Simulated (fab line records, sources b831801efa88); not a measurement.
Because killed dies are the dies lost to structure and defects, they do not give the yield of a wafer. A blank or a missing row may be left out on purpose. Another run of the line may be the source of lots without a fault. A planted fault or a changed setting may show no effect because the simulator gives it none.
fab line records | flow sky130 | part 1 of 2: steps 1 to 28 of 37
record: lots: 5 wafers: 15 lastDay: 50
route steps=708 shown CONTACT@422 METAL1@434 VIA1@458
lots untouched by any fault: they come from a run of this same line in which no faults occurred
startH: hours from the record's opening day to when the first of the lot's shown wafers began | waitH: hours since the lot's step before | " identical to the entry in the row above | L1.1+2: a single row standing in for several wafers | - no value, or no start was given | * or withheld: withheld | < > ~ a bound
route shown NAME@n: NAME is a module with steps in the file, n the number in the route of the first one | usual: average and standard deviation across the fault-free wafers | same: alike in all rows | chamber/n: place in a boat | sites: readings site by site | _std_site: the standard deviation of these | _edge_site: the outer-site mean with the inner-site mean subtracted | radiusMm: how far each site lies from the wafer's centre | mask NAME#n: copy n | behind: the last tool/chamber to shape the wafer | hold: what put the lot on hold/how long, in hours/how the hold closed | device: names the non-switching transistor (n, p or np) | end of line: the tests these same wafers got at the end of their route | for a step that has no rows: nothing shown but its recipe | killed: dies lost to structure and defects at the first sort, not the wafer's yield | map: a wafer's dies, x killed, . not, _ none there
set.NAME: the setting the step ran with; set.NAME@STEP: the setting that earlier step ran with | model.NAME: the simulator's own value behind a step, which no gauge read
certain route steps with their lots: each step a table, each wafer a row
services: a tool's chamber out of use, with start hour (startH, from the record's first day; less than 0 if before it), hours out, and reason
== steps ==
step: SKY_CONTACT_ETCH_16
recipe: chemistry: N2/H2 target: BARC ionEnergyEv: 200 sourceW: 500 biasW: 100 pressureMtorr: 30 n2FlowSccm: 100 h2FlowSccm: 200 stopOn: SiO2 timeS: 45.9 targetDepthA: 600
usual: drypumpMotorCurrentA: 5.9/0.53 oesProductAu: 0.855/0.0052 throttleValvePct: 13.225/0.0093
columns lot.wafer tool chamber startH waitH drypumpMotorCurrentA oesProductAu rfHoursCounterH throttleValvePct
L077.2 rieDiel-03 1 759.09 0.0 5.7 0.851 10 13.222
L077.4 " 2 " " 6.0 0.850 - 13.231
L077.6 " 0 " " 4.8 0.859 - 13.227
L082.1 rieDiel-02 1 803.53 0.0 5.2 0.859 6 13.242
L082.2 " 3 " " 6.1 0.851 3 13.208
L082.5 " 2 " " 5.9 0.854 - 13.223
L083.4 rieDiel-03 0 808.92 0.0 4.8 0.850 24 13.235
L083.5 " 3 " " 5.9 0.851 - 13.234
L083.6 " 2 " " 6.0 0.859 - 13.229
L086.1 rieDiel-04 0 825.58 0.0 6.3 0.857 4 13.216
L086.5 " 3 " " 6.7 0.851 - 13.224
L086.6 " 1 " " 6.7 0.853 - 13.218
L095.1 rieDiel-02 3 896.33 0.0 6.2 0.859 7 13.227
L095.2 " 0 " " 6.0 0.854 5 13.213
L095.3 " 2 " " 5.9 0.861 21 13.223
step: SKY_CONTACT_ETCH_17
recipe: target: SiO2 chemistry: C4F8/O2/Ar stopOn: Si3N4 maskMaterial: KrF-thick sourceW: 1500 biasW: 1200 pressureMtorr: 40 c4f8FlowSccm: withheld O2_flow_sccm: 6 Ar_flow_sccm: 300 timeS: withheld targetDepthA: 3400
usual: oesProductAu: 0.892/0.0049
columns lot.wafer tool chamber startH waitH oesProductAu
L077.2 rieDiel-03 1 759.13 0.0 0.889
L077.4 " 2 " " 0.886
L077.6 " 0 " " 0.886
L082.1 rieDiel-02 1 803.57 0.0 0.892
L082.2 " 3 " " 0.889
L082.5 " 2 " " 0.896
L083.4 rieDiel-03 0 808.96 0.0 0.895
L083.5 " 3 " " 0.883
L083.6 " 2 " " 0.892
L086.1 rieDiel-04 0 825.62 0.0 0.886
L086.5 " 3 " " 0.893
L086.6 " 1 " " 0.885
L095.1 rieDiel-02 3 896.37 0.0 0.889
L095.2 " 0 " " 0.894
L095.3 " 2 " " 0.895
step: SKY_CONTACT_ETCH_18
recipe: target: Si3N4 chemistry: CHF3/O2 stopOn: TiN sourceW: 600 biasW: 200 pressureMtorr: 40 chf3FlowSccm: 50 O2_flow_sccm: 5 timeS: 39 targetDepthA: 750
usual: drypumpMotorCurrentA: 5.9/0.54 oesProductAu: 0.852/0.0079 throttleValvePct: 8.794/0.0085
columns lot.wafer tool chamber startH waitH drypumpMotorCurrentA oesProductAu rfHoursCounterH throttleValvePct
L077.2 rieDiel-03 1 - - 5.7 0.845 11 8.792
L077.4 " 2 " " 6.0 0.854 - 8.798
L077.6 " 0 " " 4.8 0.845 - 8.788
L082.1 rieDiel-02 1 - - 5.2 0.852 6 8.792
L082.2 " 3 " " 6.1 0.851 3 8.791
L082.5 " 2 " " 5.9 0.848 - 8.794
L083.4 rieDiel-03 0 - - 4.8 0.852 24 8.807
L083.5 " 3 " " 5.9 0.848 - 8.784
L083.6 " 2 " " 5.9 0.855 - 8.788
L086.1 rieDiel-04 0 - - 6.4 0.838 4 8.789
L086.5 " 3 " " 6.6 0.853 - 8.797
L086.6 " 1 " " 6.7 0.852 - 8.780
L095.1 rieDiel-02 3 - - 6.1 0.850 7 8.778
L095.2 " 0 " " 6.0 0.844 5 8.797
L095.3 " 2 " " 5.9 0.846 22 8.789
step: SKY_CONTACT_STRIP_19
recipe: chemistry: O2/N2 powerW: 1400 pressureMtorr: 1500 platenTempC: withheld o2FlowSccm: 3000 n2FlowSccm: 300 overashFraction: 0.5
usual: drypumpMotorCurrentA: 6.1/0.48 oesProductAu: 0.381/0.0044 stripTimeToEndpointS: 3.617/0.027
columns lot.wafer tool chamber startH waitH drypumpMotorCurrentA oesProductAu rfHoursCounterH stripTimeToEndpointS
L077.2 plasmaAsher-01 0 759.22 - 6.6 0.381 34 3.592
L077.4 " 0 " " 6.6 0.382 - 3.594
L077.6 " 0 " " 6.6 0.380 - 3.603
L082.1 plasmaAsher-01 0 803.66 - 6.6 0.381 38 3.644
L082.2 " 1 " " 6.0 0.387 38 3.633
L082.5 " 1 " " 6.0 0.375 - 3.595
L083.4 plasmaAsher-01 0 809.09 - 6.6 0.383 - 3.644
L083.5 " 0 " " 6.6 0.373 - 3.664
L083.6 " 1 " " 6.0 0.378 - 3.603
L086.1 plasmaAsher-03 0 825.71 - 6.7 0.381 66 3.666
L086.5 " 0 " " 6.7 0.382 - 3.610
L086.6 " 1 " " 5.9 0.380 - 3.647
L095.1 plasmaAsher-02 1 896.46 - 5.4 0.379 15 3.620
L095.2 " 0 " " 5.6 0.374 15 3.667
L095.3 " 1 " " 5.4 0.382 - 3.588
step: SKY_CONTACT_STRIP_20
recipe: chemistry: postEtchResidueRemover timeS: 1200 tempC: 72.5
columns lot.wafer tool chamber startH waitH
L077.2+4+6 wetBench-02 2 759.32 0.1
L082.1+2+5 wetBench-03 0 803.76 0.1
L083.4+5+6 wetBench-01 3 809.15 0.0
L086.1+5+6 wetBench-02 1 825.81 0.1
L095.1+2+3 wetBench-01 3 896.56 0.1
step: SKY_CONTACT_CLEAN_21
recipe: chemistry: IPA timeS: 180 tempC: 25
columns lot.wafer tool chamber startH waitH
L077.2+4+6 wetBench-02 0 759.66 0.0
L082.1+2+5 wetBench-01 2 804.10 0.0
L083.4+5+6 wetBench-02 0 809.50 0.0
L086.1+5+6 wetBench-01 3 826.15 0.0
L095.1+2+3 wetBench-02 1 896.90 0.0
step: SKY_CONTACT_CLEAN_22
recipe: chemistry: O3/DIW dry: n2Spin
columns lot.wafer tool chamber startH waitH
L077.2+4+6 wetBench-03 3 759.72 0.0
L082.1+2+5 wetBench-03 2 804.16 0.0
L083.4+5+6 wetBench-01 1 809.55 0.0
L086.1+5+6 wetBench-03 1 826.21 0.0
L095.1+2+3 wetBench-01 3 896.96 0.0
step: SKY_CONTACT_SPUTTER_23
recipe: material: TiN targetThkNm: 20 chamberPressurePa: 5 powerW: 4000 timeS: 80
usual: throttleValvePct: 29.7/0.81
columns lot.wafer tool chamber startH waitH throttleValvePct
L077.2 pvdSputter-01 - 759.81 0.0 31.1
L077.4 " - " " 30.1
L077.6 " - " " 29.8
L082.1 pvdSputter-04 - 804.25 0.0 28.7
L082.2 " - " " 29.4
L082.5 " - " " 29.4
L083.4 pvdSputter-04 - 809.65 0.0 28.7
L083.5 " - " " 28.7
L083.6 " - " " 29.6
L086.1 pvdSputter-03 - 826.31 0.0 31.6
L086.5 " - " " 30.0
L086.6 " - " " 30.3
L095.1 pvdSputter-04 - 897.05 0.0 29.5
L095.2 " - " " 29.2
L095.3 " - " " 30.7
step: SKY_CONTACT_CVD_24
recipe: material: W targetThkNm: 340 timeS: 102.12 tempC: 400 pressureTorr: 40
usual: heaterPowerW: 894/86
columns lot.wafer tool chamber startH waitH heaterPowerW
L077.2 cvdW-02 1 759.87 0.0 754
L077.4 " 0 " " 850
L077.6 " 1 " " 760
L082.1 cvdW-02 0 804.31 0.0 858
L082.2 " 1 " " 744
L082.5 " 1 " " 755
L083.4 cvdW-01 1 809.74 0.1 990
L083.5 " 0 " " 887
L083.6 " 1 " " 999
L086.1 cvdW-02 1 826.37 0.0 744
L086.5 " 1 " " 747
L086.6 " 0 " " 844
L095.1 cvdW-01 0 897.11 0.0 910
L095.2 " 1 " " 1010
L095.3 " 1 " " 975
step: SKY_CONTACT_RS_MEAS_25
recipe: thkMeasGauge: four-point-probe reads: W_of_CONTACT_CVD_24+TiN_of_CONTACT_SPUTTER_23
usual: CONTACT_W_RS: 0.340/0.0032
columns lot.wafer tool chamber startH waitH CONTACT_W_RS[ohm/sq]
L077.2 filmMetro-04 - 760.00 0.1 0.337
L077.4 " - " " 0.336
L077.6 " - " " 0.338
L082.1 filmMetro-02 - 804.42 0.1 0.333
L082.2 " - " " 0.337
L082.5 " - " " 0.339
L083.4 filmMetro-01 - 809.88 0.1 0.340
L083.5 " - " " 0.335
L083.6 " - " " 0.342
L086.1 filmMetro-04 - 826.48 0.1 0.344
L086.5 " - " " 0.339
L086.6 " - " " 0.341
L095.1 filmMetro-02 - 897.22 0.1 0.341
L095.2 " - " " 0.343
L095.3 " - " " 0.344
step: SKY_CONTACT_THK_MEAS_26
recipe: thkMeasGauge: xrf reads: W_of_CONTACT_CVD_24
usual: CONTACT_W_THK: 336/5.2
columns lot.wafer tool chamber startH waitH CONTACT_W_THK[nm]
L077.2 filmMetro-04 - 760.11 0.1 340
L077.4 " - " " 339
L077.6 " - " " 339
L082.1 filmMetro-02 - 804.54 0.1 346
L082.2 " - " " 344
L082.5 " - " " 342
L083.4 filmMetro-01 - 809.97 0.1 327
L083.5 " - " " 330
L083.6 " - " " 324
L086.1 filmMetro-04 - 826.60 0.1 334
L086.5 " - " " 339
L086.6 " - " " 338
L095.1 filmMetro-02 - 897.34 0.1 337
L095.2 " - " " 336
L095.3 " - " " 333
step: SKY_CONTACT_CMP_27
recipe: stopOn: SiO2 tOverpolishS: 15 downForcePsi: 3.5 platenRpm: 60 targetThkNm: 0 padVelocityMS: 0.94248
usual: motorCurrentA: 11.5/1 overpolishRunS: 15.000/0.0085 timeToEndpointS: 81/3.2
columns lot.wafer tool chamber startH waitH motorCurrentA overpolishRunS timeToEndpointS
L077.2 cmp-01 3 760.21 0.1 11.2 15.004 81
L077.4 " 0 " " 12.1 15.010 79
L077.6 " 2 " " 10.8 14.997 81
L082.1 cmp-02 0 804.60 0.1 10.2 15.006 84
L082.2 " 2 " " 13.2 14.989 85
L082.5 " 1 " " 10.0 15.008 82
L083.4 cmp-01 0 810.05 0.1 11.2 14.995 83
L083.6 " 3 " " 11.4 14.986 83
L083.5 " 0 " " 12.5 15.007 84
L086.1 cmp-01 2 826.76 0.1 11.2 15.022 80
L086.6 " 0 " " 11.1 14.996 80
L086.5 " 1 " " 12.1 14.996 81
L095.1 cmp-02 2 897.40 0.1 12.5 15.013 88
L095.3 " 3 " " 12.1 14.997 83
L095.2 " 0 " " 10.3 14.994 82
step: SKY_METAL1_SPUTTER_00
recipe: material: Ti targetThkNm: 15 powerW: 3000 timeS: 10 chamberPressurePa: 0.4
usual: throttleValvePct: 30.1/0.9
columns lot.wafer tool chamber startH waitH throttleValvePct
L077.2 pvdSputter-03 - 760.46 0.2 31.4
L077.4 " - " " 28.9
L077.6 " - " " 30.4
L082.1 pvdSputter-03 - 804.90 0.2 28.9
L082.2 " - " " 31.0
L082.5 " - " " 28.8
L083.4 pvdSputter-02 - 810.30 0.2 30.6
L083.5 " - " " 30.1
L083.6 " - " " 28.9
L086.1 pvdSputter-02 - 826.96 0.1 29.2
L086.5 " - " " 30.0
L086.6 " - " " 29.3
L095.1 pvdSputter-03 - 897.70 0.2 30.3
L095.2 " - " " 29.1
L095.3 " - " " 31.1
step: SKY_METAL1_SPUTTER_01
recipe: material: TiN targetThkNm: 20 powerW: 6500 timeS: 16.7 chamberPressurePa: 0.4
usual: throttleValvePct: 30.1/0.92
columns lot.wafer tool chamber startH waitH throttleValvePct
L077.2 pvdSputter-03 - 760.48 0.0 31.4
L077.4 " - " " 29.1
L077.6 " - " " 30.2
L082.1 pvdSputter-03 - 804.92 0.0 28.9
L082.2 " - " " 31.5
L082.5 " - " " 28.7
L083.4 pvdSputter-02 - 810.32 0.0 31.0
L083.5 " - " " 30.0
L083.6 " - " " 29.1
L086.1 pvdSputter-02 - 826.98 0.0 29.2
L086.5 " - " " 30.0
L086.6 " - " " 29.0
L095.1 pvdSputter-03 - 897.73 0.0 30.1
L095.2 " - " " 28.7
L095.3 " - " " 31.4
step: SKY_METAL1_SPUTTER_02
recipe: material: AlCu targetThkNm: 250 powerW: 10600 timeS: 13.3 chamberPressurePa: 0.4
usual: throttleValvePct: 30.1/0.93
columns lot.wafer tool chamber startH waitH throttleValvePct
L077.2 pvdSputter-03 - 760.51 0.0 31.3
L077.4 " - " " 28.8
L077.6 " - " " 30.0
L082.1 pvdSputter-03 - 804.95 0.0 28.8
L082.2 " - " " 31.2
L082.5 " - " " 29.0
L083.4 pvdSputter-02 - 810.34 0.0 30.8
L083.5 " - " " 30.1
L083.6 " - " " 29.3
L086.1 pvdSputter-02 - 827.01 0.0 29.0
L086.5 " - " " 30.3
L086.6 " - " " 29.4
L095.1 pvdSputter-03 - 897.75 0.0 30.2
L095.2 " - " " 28.7
L095.3 " - " " 31.5
step: SKY_METAL1_SPUTTER_03
recipe: material: Ti targetThkNm: 5 powerW: 3000 timeS: 3.3 chamberPressurePa: 0.4
usual: throttleValvePct: 30.1/0.92
columns lot.wafer tool chamber startH waitH throttleValvePct
L077.2 pvdSputter-03 - 760.53 0.0 31.2
L077.4 " - " " 28.8
L077.6 " - " " 30.2
L082.1 pvdSputter-03 - 804.97 0.0 28.9
L082.2 " - " " 31.1
L082.5 " - " " 28.9
L083.4 pvdSputter-02 - 810.37 0.0 31.0
L083.5 " - " " 30.1
L083.6 " - " " 29.2
L086.1 pvdSputter-02 - 827.03 0.0 29.2
L086.5 " - " " 30.2
L086.6 " - " " 29.1
L095.1 pvdSputter-03 - 897.78 0.0 30.1
L095.2 " - " " 28.7
L095.3 " - " " 31.4
step: SKY_METAL1_SPUTTER_04
recipe: material: TiN targetThkNm: 70 powerW: 6500 timeS: 58.3 chamberPressurePa: 0.4
usual: throttleValvePct: 30.1/0.94
columns lot.wafer tool chamber startH waitH throttleValvePct
L077.2 pvdSputter-03 - 760.55 0.0 31.2
L077.4 " - " " 28.7
L077.6 " - " " 30.2
L082.1 pvdSputter-03 - 804.99 0.0 28.7
L082.2 " - " " 31.3
L082.5 " - " " 29.1
L083.4 pvdSputter-02 - 810.39 0.0 30.8
L083.5 " - " " 30.1
L083.6 " - " " 29.1
L086.1 pvdSputter-02 - 827.05 0.0 29.3
L086.5 " - " " 30.4
L086.6 " - " " 29.4
L095.1 pvdSputter-03 - 897.79 0.0 30.4
L095.2 " - " " 28.8
L095.3 " - " " 31.6
step: SKY_METAL1_RS_MEAS_05
recipe: thkMeasGauge: four-point-probe reads: TiN_of_METAL1_SPUTTER_04+Ti_of_METAL1_SPUTTER_03+AlCu_of_METAL1_SPUTTER_02+TiN_of_METAL1_SPUTTER_01+Ti_of_METAL1_SPUTTER_00
usual: METAL1_ALCU_RS: 0.1271/0.0014
columns lot.wafer tool chamber startH waitH METAL1_ALCU_RS[ohm/sq]
L077.2 filmMetro-02 - 760.62 0.0 0.1267
L077.4 " - " " 0.1265
L077.6 " - " " 0.1273
L082.1 filmMetro-03 - 805.04 0.0 0.1243
L082.2 " - " " 0.1262
L082.5 " - " " 0.1246
L083.4 filmMetro-03 - 810.50 0.1 0.1278
L083.5 " - " " 0.1284
L083.6 " - " " 0.1283
L086.1 filmMetro-02 - 827.10 0.0 0.1278
L086.5 " - " " 0.1283
L086.6 " - " " 0.1278
L095.1 filmMetro-02 - 897.84 0.0 0.1269
L095.2 " - " " 0.1262
L095.3 " - " " 0.1271
step: SKY_METAL1_THK_MEAS_06
recipe: thkMeasGauge: xrf reads: AlCu_of_METAL1_SPUTTER_02
usual: METAL1_ALCU_THK: 249/3.2
columns lot.wafer tool chamber startH waitH METAL1_ALCU_THK[nm]
L077.2 filmMetro-02 - 760.73 0.1 250
L077.4 " - " " 250
L077.6 " - " " 251
L082.1 filmMetro-03 - 805.16 0.1 258
L082.2 " - " " 251
L082.5 " - " " 254
L083.4 filmMetro-03 - 810.59 0.1 245
L083.5 " - " " 248
L083.6 " - " " 248
L086.1 filmMetro-02 - 827.22 0.1 248
L086.5 " - " " 248
L086.6 " - " " 248
L095.1 filmMetro-02 - 897.96 0.1 250
L095.2 " - " " 252
L095.3 " - " " 250
step: SKY_METAL1_DEHYDRATE_07
recipe: tempC: 200 timeS: 60
columns lot.wafer tool chamber startH waitH
L077.2+4+6 lithoTrack-01 0 774.10 13.4
L082.1+2+5 lithoTrack-01 0 817.62 12.4
L083.4+5+6 lithoTrack-04 0 823.17 12.6
L086.1+5+6 lithoTrack-02 0 840.12 12.9
L095.1+2+3 lithoTrack-02 0 910.02 12.0
step: SKY_METAL1_HMDS_08
recipe: primeTimeS: 60 primeTempC: 120
columns lot.wafer tool chamber startH waitH
L077.2+4+6 lithoTrack-01 0 774.25 0.1
L082.1+2+5 lithoTrack-01 0 817.77 0.1
L083.4+5+6 lithoTrack-04 0 823.32 0.1
L086.1+5+6 lithoTrack-02 0 840.27 0.1
L095.1+2+3 lithoTrack-02 0 910.17 0.1
step: SKY_METAL1_COAT_09
recipe: resist: BARC tempC: withheld timeS: withheld spinRpm: 3000 resistThkNm: 60
usual: spinSpeedRpm: 2999.6/1.8
columns lot.wafer tool chamber startH waitH spinSpeedRpm
L077.2 lithoTrack-01 0 774.40 0.1 3000.9
L077.4 " 0 " " 3000.6
L077.6 " 0 " " 2998.5
L082.1 lithoTrack-01 0 817.92 0.1 3000.8
L082.2 " 0 " " 3001.6
L082.5 " 0 " " 2999.1
L083.4 lithoTrack-04 0 823.47 0.1 2997.9
L083.5 " 0 " " 3000.1
L083.6 " 0 " " 3000.1
L086.1 lithoTrack-02 0 840.42 0.1 3003.1
L086.5 " 0 " " 2998.9
L086.6 " 0 " " 3000.9
L095.1 lithoTrack-02 0 910.32 0.1 3000.8
L095.2 " 0 " " 3004.2
L095.3 " 0 " " 2997.6
step: SKY_METAL1_COAT_10
recipe: resist: KrF-thick spinRpm: 3000 resistThkNm: 450
usual: spinSpeedRpm: 3000.1/2.1
columns lot.wafer tool chamber startH waitH spinSpeedRpm
L077.2 lithoTrack-01 0 - - 2996.1
L077.4 " 0 " " 2999.3
L077.6 " 0 " " 2998.5
L082.1 lithoTrack-01 0 - - 3001.6
L082.2 " 0 " " 2998.5
L082.5 " 0 " " 3000.0
L083.4 lithoTrack-04 0 - - 3000.2
L083.5 " 0 " " 3000.4
L083.6 " 0 " " 3000.1
L086.1 lithoTrack-02 0 - - 3000.1
L086.5 " 0 " " 3001.8
L086.6 " 0 " " 3001.7
L095.1 lithoTrack-02 0 - - 2998.4
L095.2 " 0 " " 3001.8
L095.3 " 0 " " 2998.8
step: SKY_METAL1_SOFTBAKE_11
recipe: tempC: 100 timeS: 90 resist: KrF-thick
columns lot.wafer tool chamber startH waitH
L077.2+4+6 lithoTrack-01 0 - -
L082.1+2+5 lithoTrack-01 0 - -
L083.4+5+6 lithoTrack-04 0 - -
L086.1+5+6 lithoTrack-02 0 - -
L095.1+2+3 lithoTrack-02 0 - -
step: SKY_METAL1_EXPOSE_12
recipe: maskId: MM1 na: 0.8 sourceShape: annular sigmaInner: 0.55 sigmaOuter: 0.85 targetCdNm: 140 doseMj: 28
same: sigmaOuter: 0.85
columns lot.wafer tool chamber startH waitH mask
L077.2+4+6 krfScanner-01 0 - - MM1#0
L082.1+2+5 krfScanner-02 0 - - MM1#0
L083.4+5+6 krfScanner-02 0 - - MM1#0
L086.1+5+6 krfScanner-02 0 - - MM1#0
L095.1+2+3 krfScanner-02 0 - - MM1#0
step: SKY_METAL1_PEB_13
recipe: pebTempC: withheld pebTimeS: withheld resist: KrF-thick
columns lot.wafer tool chamber startH waitH
L077.2+4+6 lithoTrack-02 0 - -
L082.1+2+5 lithoTrack-02 0 - -
L083.4+5+6 lithoTrack-04 0 - -
L086.1+5+6 lithoTrack-02 0 - -
L095.1+2+3 lithoTrack-02 0 - -
step: SKY_METAL1_DEVELOP_14
recipe: developTimeS: 60 resist: KrF-thick devTempC: 21
columns lot.wafer tool chamber startH waitH
L077.2+4+6 lithoTrack-02 0 - -
L082.1+2+5 lithoTrack-02 0 - -
L083.4+5+6 lithoTrack-04 0 - -
L086.1+5+6 lithoTrack-02 0 - -
L095.1+2+3 lithoTrack-02 0 - -
step: SKY_METAL1_CD_MEAS_15
recipe: targetCdNm: 140
usual: cdNm: 140.4/1.5
columns lot.wafer tool chamber startH waitH cdNm
L077.2 cdSem-01 - 788.04 - 141.1
L077.4 " - " " 141.8
L077.6 " - " " 141.6
L082.1 cdSem-02 - 831.82 - 138.8
L082.2 " - " " 138.0
L082.5 " - " " 138.3
L083.4 cdSem-01 - 837.31 - 140.0
L083.5 " - " " 140.8
L083.6 " - " " 141.1
L086.1 cdSem-01 - 853.52 - 137.4
L086.5 " - " " 137.6
L086.6 " - " " 138.1
L095.1 cdSem-02 - 923.72 - 139.1
L095.2 " - " " 140.6
L095.3 " - " " 141.0
